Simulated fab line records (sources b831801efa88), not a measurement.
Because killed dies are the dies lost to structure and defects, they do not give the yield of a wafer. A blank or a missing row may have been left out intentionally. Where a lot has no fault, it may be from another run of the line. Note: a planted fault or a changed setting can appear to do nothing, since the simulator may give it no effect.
The tool behind it: which one? / flow sky130 / route of 708 steps, sampled at 1 step: 12 lots, 36 wafers

== WHAT THE GAUGES READ, wafer by wafer ==
SKY_CONTACT_CD_MEAS_14: target cd 170 nm.
lot=L075; measured=day 32 06:37; on=cd_sem-02; cd_nm (nm)=167.6 169.2 167.9
lot=L077; measured=day 33 09:42; on=cd_sem-01; cd_nm (nm)=169.7 170.3 169.0
lot=L078; measured=day 33 18:19; on=cd_sem-02; cd_nm (nm)=168.2 167.8 167.3
lot=L081; measured=day 34 11:44; on=cd_sem-01; cd_nm (nm)=172.5 171.5 172.2
lot=L083; measured=day 35 09:24; on=cd_sem-01; cd_nm (nm)=169.6 168.1 168.4
lot=L085; measured=day 35 21:51; on=cd_sem-01; cd_nm (nm)=169.4 168.4 168.4
lot=L087; measured=day 36 06:24; on=cd_sem-01; cd_nm (nm)=168.3 168.3 168.8
lot=L089; measured=day 37 04:43; on=cd_sem-01; cd_nm (nm)=170.6 171.9 171.6
lot=L091; measured=day 37 10:54; on=cd_sem-02; cd_nm (nm)=171.8 172.6 172.3
lot=L094; measured=day 38 02:51; on=cd_sem-02; cd_nm (nm)=170.4 171.9 170.4
lot=L095; measured=day 38 16:39; on=cd_sem-01; cd_nm (nm)=172.7 172.0 171.9
lot=L097; measured=day 38 22:24; on=cd_sem-02; cd_nm (nm)=169.7 170.3 171.0

== WHICH TOOL RAN EACH LOT (tool, then ch and the chambers of the sampled wafers, then the start) ==
The record holds no process step before these readings.

== THE ANSWER, worked out from the rows above alone ==
Rule: usual is defined by the lots themselves. Put in order of their means at a reading, lots are off if they are a third of the lots or fewer, leave a main group of 4 or more, and stand apart from it by a gap of 3 or more times the standard deviation of the main group's means; of several such gaps the widest counts. Not used: any main group whose means are identical at the precision the tables above print for the reading. A lot without any number at a reading at which 4 lots or more have one is off too. All remaining lots with rows at the step are treated as sound.
No lot is off at any reading shown: from this, nothing can be told.

== WHAT THE SIMULATOR PUT IN ==
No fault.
